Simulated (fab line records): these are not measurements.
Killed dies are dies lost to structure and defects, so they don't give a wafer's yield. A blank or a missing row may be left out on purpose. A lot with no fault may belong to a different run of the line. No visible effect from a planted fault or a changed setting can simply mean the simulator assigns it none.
A single fault, viewed from 2 desks / flow sky130 / each desk holds nothing but its own numbers, with what lay behind them at the end

## THE METROLOGY DESK
What the gauges read for every lot (on any tool): the sampled wafers with a number, averaged. The brackets show how far a lot's mean lies from the usual mean; more than 4 standard deviations puts the lot out of limits, marked OUT.
Columns: A = CAPM_CVD_00_THK at SKY_CAPM_THK_MEAS_01, usual 15.53 nm; B = VIA3_HDPCVD_THK at SKY_VIA3_THK_MEAS_01, usual 1636 nm
lot=L942; first seen here=day 36 09:50; A=15.35; B=1639
lot=L943; first seen here=day 36 21:11; A=15.56; B=1629
lot=L944; first seen here=day 37 03:50; A=15.15; B=1657
lot=L946; first seen here=day 37 16:04; A=15.42; B=1632
lot=L947; first seen here=day 38 00:23; A=15.41; B=1632
lot=L949; first seen here=day 38 14:32; A=15.56; B=1650
lot=L960; first seen here=day 42 02:52; A=15.78; B=1720
lot=L961; first seen here=day 42 04:44; A=15.45; B=1700
lot=L963; first seen here=day 42 19:15; A=15.62; B=1633
lot=L964; first seen here=day 42 21:51; A=15.45; B=1628
lot=L965; first seen here=day 43 12:11; A=15.77; B=1643
Result from this desk: across the 11 lots, nothing is out of limits.

## THE TOOL OWNER'S DESK: hdpcvd-02
The tool's own readings at SKY_VIA3_HDPCVD_00 (deposits SiO2, target thk 1635 nm, time 272.5 s): means of the sampled wafers that have a number, for each lot that ran on this tool. The brackets show how far a lot's mean lies from the usual mean; more than 4 standard deviations puts the lot out of limits, marked OUT.
Columns: A = run_length_s at SKY_VIA3_HDPCVD_00, usual 300.5 s
lot=L942; first seen here=day 38 14:41; A=300.9
lot=L944; first seen here=day 39 09:13; A=300.9
lot=L949; first seen here=day 40 17:53; A=300.5
lot=L960; first seen here=day 44 02:58; A=313.1 (+26) OUT
lot=L961; first seen here=day 44 03:19; A=312.8 (+26) OUT
This desk's verdict: out of limits on L960, L961, starting with L960 at day 44 02:58 (run_length_s at SKY_VIA3_HDPCVD_00). L942, L944, L949: within limits.

## ALL TOGETHER
At day 44 02:58, on L960, L961, the tool owner's desk was in a position to raise an alarm.
Nothing out of limits was seen by the metrology desk.
The metrology desk has L960, L961 on record, within its limits.
All the named lots went through SKY_VIA3_HDPCVD_00 on hdpcvd-02.

## WHAT THE SIMULATOR HAD PUT IN
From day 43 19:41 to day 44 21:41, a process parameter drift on hdpcvd-02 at SKY_VIA3_HDPCVD_00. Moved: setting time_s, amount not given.
Struck lots among those shown: L960, L961.
Hours from the fault's start to each desk's first reading out of limits: the tool owner's desk, 7.
